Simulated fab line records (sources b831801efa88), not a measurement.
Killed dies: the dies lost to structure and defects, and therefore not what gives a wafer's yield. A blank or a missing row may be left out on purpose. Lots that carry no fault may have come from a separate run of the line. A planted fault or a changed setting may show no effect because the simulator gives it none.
Matching of chambers ; flow gf180mcu ; GF_V4_CMP_04 on cmp-02: 4 sister chambers
The step polishes SiO2. 16 wafers are shown with their chamber, then 7 later ones without.

== EACH WAFER AND ITS CHAMBER ==
wafer;chamber;motor_current_A (A);time_to_endpoint_s (s)
L246.3;3;14.1;76
L246.4;1;11.2;81
L246.6;2;11.7;78
L247.1;1;11.0;80
L247.2;0;13.7;81
L247.6;2;10.6;81
L248.2;0;13.9;77
L248.3;3;13.4;80
L248.6;1;11.6;83
L256.3;0;14.0;76
L256.4;3;13.4;65
L261.1;3;13.3;62
L261.3;1;11.4;73
L261.4;0;13.6;68
L262.2;0;13.8;72
L262.4;3;13.8;82

SIGNATURES, as means of the wafers listed above
reading;chamber 0;chamber 1;chamber 2;chamber 3;scatter within a chamber
motor_current_A;13.800;11.300;11.150;13.600;0.337
time_to_endpoint_s;74.80;79.25;79.50;73.00;6.35
Rule: a wafer's distance from a chamber is the root of the sum, over the readings, of the square of ((its reading less the chamber's mean) divided by the reading's scatter). If the next closest chamber is less than 2 further off than the closest, the wafer can't be placed; otherwise it belongs to the closest. The scatter: the root of (the sum of the squares of (reading less its chamber's mean) over the shown wafers, divided by (wafers less chambers)).

== WAFERS WITH NO CHAMBER GIVEN ==
wafer;motor_current_A (A);time_to_endpoint_s (s)
L262.5;13.8;78
L263.1;11.7;78
L263.4;11.5;76
L263.6;11.6;77
L264.3;11.6;74
L264.4;13.4;79
L264.6;10.3;79

== THE CHAMBER EACH PASSED THROUGH ==
wafer;from the rows above;in truth
L262.5;can't be placed: 0 or 3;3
L263.1;can't be placed: 1 or 2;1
L263.4;can't be placed: 1 or 2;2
L263.6;can't be placed: 1 or 2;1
L264.3;can't be placed: 1 or 2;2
L264.4;can't be placed: 3 or 0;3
L264.6;can't be placed: 2 or 1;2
Correct placement for 0 of the 7. Not placeable from these rows: 7 (in 7, the candidates include the true chamber). Placed wrongly: 0.
